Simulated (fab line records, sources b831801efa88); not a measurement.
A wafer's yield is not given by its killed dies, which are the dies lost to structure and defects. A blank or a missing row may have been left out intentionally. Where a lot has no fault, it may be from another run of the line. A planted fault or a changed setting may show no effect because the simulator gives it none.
Code-filled problem report in 8D (eight disciplines) form    flow gf180mcu    the parts of the form that need people (team, actions taken, sign-off) are left out

1. THE ISSUE
Mean VT_IMPLANT_2_TW at GF_VT_IMPLANT_TW_MEAS_21: 1266 over 6 wafers in 2 lots; fault-free wafers: 1212, standard deviation 9.8. That puts it +5.5 standard deviations away from the usual mean.
Seen first at day 10 11:02 on filmMetro-03, wafer L172.2. Wafers with a number at this step in the record: 42, from 14 lots. By rule, "out" or "out of limits" means more than 4 standard deviations away from the usual mean. All remaining wafers that have a number are taken as sound.

2. WHAT IT IS; WHAT IT IS NOT
question                     is                          is not
which readings at this step  VT_IMPLANT_2_TW             -
which lots                   L172, L176                  L156, L157, L158, L159, L161, L162, L164, L165, L166, L168, L171, L175
which wafers of those lots   all that have a number      -
read on which gauges         filmMetro-02, filmMetro-03  filmMetro-04
when                         from day 10 11:02           up to then (33 sound wafers); but 3 sound wafers of L175 came after

3. WHAT RULES OUT EACH SUSPECT
Counting: a tool at any process step up to the reading remains a suspect when it ran all the lots that are out and ran no sound lot after the first of those.
- ruled out: the gauge at GF_VT_IMPLANT_TW_MEAS_21. Those wafers that are out were read across 2 gauges (filmMetro-02, filmMetro-03).
- implanter-04 at GF_VT_IMPLANT_IMPLANT_19: kept. It processed each lot that is out, first L172 at day 10 10:47, and no sound lot thereafter; up to then, the last sound lot it processed was L168 at day 9 11:27. Its own readings are out on those wafers: doseIonsCm2, faradayCurrentUA.
The count leaves implanter-04 at GF_VT_IMPLANT_IMPLANT_19.

4. THE CAUSE (what the simulator had put in)
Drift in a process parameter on implanter-04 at GF_VT_IMPLANT_IMPLANT_19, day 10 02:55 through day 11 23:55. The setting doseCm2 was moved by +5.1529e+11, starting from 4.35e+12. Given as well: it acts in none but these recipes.
Only this tool survived the counting.

5. THE CHAIN OF EFFECTS, in route order
Each row: a reading whose mean over the struck wafers that have a number lies more than 3 standard deviations from the usual. Scope: only readings with a usual standard deviation given in the record; hours: median across lots of the time from each lot's start at the first step in this table that gives one to its start at this step; sigmas: change in usual standard deviations.
hours  step                      reading           usual      on struck wafers  change      sigmas
0      GF_VT_IMPLANT_IMPLANT_19  doseIonsCm2       4.351e+12  4.870e+12         +5.187e+11  +99 or more
0      GF_VT_IMPLANT_IMPLANT_19  faradayCurrentUA  24.5       27.6              +3.1        +6.2
0      GF_VT_IMPLANT_TW_MEAS_21  VT_IMPLANT_2_TW   1212       1266              +54         +5.5
Its process steps:
- GF_VT_IMPLANT_IMPLANT_19
Later steps that measure or inspect, where all struck wafers having a row at the step show a number for every such reading and not one has moved that far: GF_VT_IMPLANT_OVL_MEAS_29, GF_DUAL_GATE_OVL_MEAS_11.

6. HOW IT WOULD HAVE BEEN CAUGHT EARLIER
8 hours passed between the start of the fault at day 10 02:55 and the first reading out of limits at a measuring or inspecting step in this record, taken at day 10 11:02.
The tool's own readings at GF_VT_IMPLANT_IMPLANT_19 were out on every struck wafer that the step has a row for (doseIonsCm2, faradayCurrentUA): an alarm limit on them would have fired on the first of those.
Among the 2 lots that are out, L176 began GF_VT_IMPLANT_IMPLANT_19 on implanter-04 after day 10 11:02. Had the tool been put on hold then, it would have been spared.
